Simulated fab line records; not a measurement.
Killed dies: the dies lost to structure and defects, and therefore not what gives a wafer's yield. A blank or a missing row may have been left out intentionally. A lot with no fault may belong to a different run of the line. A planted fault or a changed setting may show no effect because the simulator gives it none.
The tool behind it: which one? | flow sky130 | 13 lots with 39 wafers sampled at 4 steps, on a route of 708 steps

== WHAT THE GAUGES SHOWED, per wafer ==
The record holds no reading of a measuring or inspecting step that can be judged against a usual standard deviation.

== WHAT TOOL EACH LOT RAN ON (gives the tool, then ch and the chambers of the sampled wafers, and finally the start) ==
lot  | SKY_VIA3_CMP_02               | SKY_CAP2M_SPUTTER_02         | SKY_METAL4_STRIP_19                  | SKY_VIA4_CMP_21
L851 | cmp-01 ch 1,3, day 38 20:22   | pvd sputter-01, day 39 22:50 | plasma asher-04 ch 0,1, day 42 01:02 | cmp-01 ch 1,2, day 43 01:57
L852 | cmp-01 ch 0,2,3, day 38 23:24 | pvd sputter-04, day 40 01:55 | plasma asher-03 ch 0,1, day 42 04:09 | cmp-02 ch 0,1, day 43 05:27
L853 | cmp-01 ch 0,3, day 39 07:55   | pvd sputter-01, day 40 10:26 | plasma asher-01 ch 0,1, day 42 11:14 | cmp-01 ch 0,1,2, day 43 12:07
L855 | cmp-02 ch 0,1,3, day 40 00:17 | pvd sputter-01, day 41 03:38 | plasma asher-01 ch 0,1, day 43 04:19 | cmp-01 ch 0,1,2, day 44 05:15
L857 | cmp-01 ch 0,1,3, day 40 14:11 | pvd sputter-01, day 41 15:53 | plasma asher-04 ch 1, day 43 14:52   | cmp-01 ch 1,2,3, day 44 15:51
L856 | cmp-02 ch 1,2,3, day 40 18:20 | pvd sputter-01, day 41 20:10 | plasma asher-03 ch 0,1, day 43 19:40 | cmp-02 ch 1,2,3, day 44 20:24
L859 | cmp-01 ch 0,1,2, day 41 11:42 | pvd sputter-01, day 42 13:28 | plasma asher-01 ch 0,1, day 44 10:53 | cmp-01 ch 1,2, day 45 10:23
L860 | cmp-01 ch 0,1, day 41 20:59   | pvd sputter-02, day 42 22:25 | plasma asher-04 ch 0,1, day 44 20:26 | cmp-01 ch 1,2,3, day 45 19:08
L862 | cmp-02 ch 0,3, day 41 23:52   | pvd sputter-01, day 43 01:02 | plasma asher-03 ch 0,1, day 44 23:31 | cmp-02 ch 0,3, day 45 23:05
L861 | cmp-01 ch 0,2,3, day 42 01:14 | pvd sputter-01, day 43 02:29 | plasma asher-01 ch 0,1, day 45 00:38 | cmp-01 ch 0,1,2, day 46 00:14
L863 | cmp-02 ch 0,2,3, day 42 14:52 | pvd sputter-04, day 43 16:13 | plasma asher-03 ch 0,1, day 45 13:17 | cmp-02 ch 0,2, day 46 12:05
L864 | cmp-02 ch 0,1,3, day 42 22:48 | pvd sputter-04, day 43 23:45 | plasma asher-04 ch 0,1, day 45 20:07 | cmp-02 ch 1,2,3, day 46 19:17
L869 | cmp-01 ch 0,1, day 43 22:55   | pvd sputter-01, day 44 23:52 | plasma asher-01 ch 0,1, day 46 18:59 | cmp-01 ch 1,2, day 47 16:47
- SKY_VIA3_CMP_02: polishes SiO2.
- SKY_CAP2M_SPUTTER_02: material TiN, target thk 200 nm, time 166.7 s.
- SKY_METAL4_STRIP_19: strips in O2/N2.
- SKY_VIA4_CMP_21: polishes, stops on SiO2, t overpolish 25 s, target thk 0 nm.

== WHAT THE TOOLS THEMSELVES READ (means of the sampled wafers that have a number; where no wafer has one, the mark that the record gives instead) ==
SKY_VIA3_CMP_02.
lot  | tool   | motor current A (A) | slurry filter dp kPa (kPa)
L851 | cmp-01 | 11.9                | 13.60
L852 | cmp-01 | 11.3                | 13.64
L853 | cmp-01 | 11.7                | 13.42
L855 | cmp-02 | 11.7                | 13.62
L857 | cmp-01 | 11.8                | 13.66
L856 | cmp-02 | 11.5                | 13.37
L859 | cmp-01 | 11.7                | 13.50
L860 | cmp-01 | 11.9                | 13.43
L862 | cmp-02 | 11.8                | 13.49
L861 | cmp-01 | 11.1                | 13.61
L863 | cmp-02 | 11.6                | 13.55
L864 | cmp-02 | 11.8                | 13.47
L869 | cmp-01 | 12.5                | 13.54

SKY_CAP2M_SPUTTER_02.
lot  | tool           | throttle valve pct (%)
L851 | pvd sputter-01 | 29.2
L852 | pvd sputter-04 | 30.7
L853 | pvd sputter-01 | 29.4
L855 | pvd sputter-01 | 29.9
L857 | pvd sputter-01 | 29.7
L856 | pvd sputter-01 | 29.4
L859 | pvd sputter-01 | 29.2
L860 | pvd sputter-02 | 30.1
L862 | pvd sputter-01 | 30.0
L861 | pvd sputter-01 | 29.5
L863 | pvd sputter-04 | 31.4
L864 | pvd sputter-04 | 31.4
L869 | pvd sputter-01 | 29.7

SKY_METAL4_STRIP_19.
lot  | tool            | drypump motor current A (A) | oes product au (a.u.) | strip time to endpoint s (s)
L851 | plasma asher-04 | 6.0                         | 0.504                 | 6.47
L852 | plasma asher-03 | 5.4                         | 0.494                 | 6.48
L853 | plasma asher-01 | 6.1                         | 0.504                 | 6.56
L855 | plasma asher-01 | 6.4                         | 0.505                 | 6.59
L857 | plasma asher-04 | 6.1                         | 0.497                 | 6.33
L856 | plasma asher-03 | 5.5                         | 0.497                 | 6.37
L859 | plasma asher-01 | 6.1                         | 0.500                 | 6.41
L860 | plasma asher-04 | 5.8                         | 0.498                 | 6.41
L862 | plasma asher-03 | 5.4                         | 0.498                 | 6.46
L861 | plasma asher-01 | 6.4                         | 0.500                 | 6.45
L863 | plasma asher-03 | 5.4                         | 0.496                 | 6.41
L864 | plasma asher-04 | 5.8                         | 0.497                 | 6.40
L869 | plasma asher-01 | 6.1                         | 0.500                 | 6.47

SKY_VIA4_CMP_21.
lot  | tool   | motor current A (A) | overpolish run s (s) | slurry filter dp kPa (kPa) | time to endpoint s (s)
L851 | cmp-01 | 10.5                | 25.002               | 13.45                      | 118
L852 | cmp-02 | 10.5                | 24.999               | 13.55                      | 121
L853 | cmp-01 | 11.0                | 25.002               | 13.54                      | 120
L855 | cmp-01 | 11.2                | 25.003               | 13.54                      | 124
L857 | cmp-01 | 10.4                | 25.002               | 13.45                      | 122
L856 | cmp-02 | 10.6                | 25.007               | 13.46                      | 120
L859 | cmp-01 | 10.7                | 24.998               | 13.49                      | 119
L860 | cmp-01 | 10.2                | 25.007               | 13.50                      | 122
L862 | cmp-02 | 10.6                | 25.008               | 13.38                      | 123
L861 | cmp-01 | 10.9                | 24.997               | 13.71                      | 124
L863 | cmp-02 | 9.3                 | 25.001               | 13.48                      | 118
L864 | cmp-02 | 10.8                | 16.688               | 13.41                      | 142
L869 | cmp-01 | 10.4                | 24.993               | 13.50                      | 119

== THE ANSWER, worked out from the rows above alone ==
Rule: usual is defined by the lots themselves. Put in order of their means at a reading, lots are off if they are a third of the lots or fewer, leave a main group of 4 or more, and stand apart from it by a gap of 3 or more times the standard deviation of the main group's means; of several such gaps the widest counts. A main group whose means are all the same, to the digits that the tables above print for the reading, isn't used. A lot without any number at a reading at which 4 lots or more have one is off too. The other lots that the step has rows for count as sound. The gauges are gone through in route order, then the tools' own readings, and for those a lot's mean is taken as printed above. The first step at which some lot is off is used, and at that step the reading that is off furthest; a lot without a number counts as furthest.
Off, at SKY_VIA4_CMP_21 on overpolish run s: L864. The main group has a mean of 25.002 s with a standard deviation of 0.0043.
If a tool, at that step or one of the process steps before it, ran each lot that is off and ran no sound lot following the first of them, it fits. Can't be told from this: 3 tools fit, cmp-02 at SKY_VIA3_CMP_02 and SKY_VIA4_CMP_21, pvd sputter-04 at SKY_CAP2M_SPUTTER_02, plasma asher-04 at SKY_METAL4_STRIP_19.

== WHAT THE SIMULATOR HAD INSERTED ==
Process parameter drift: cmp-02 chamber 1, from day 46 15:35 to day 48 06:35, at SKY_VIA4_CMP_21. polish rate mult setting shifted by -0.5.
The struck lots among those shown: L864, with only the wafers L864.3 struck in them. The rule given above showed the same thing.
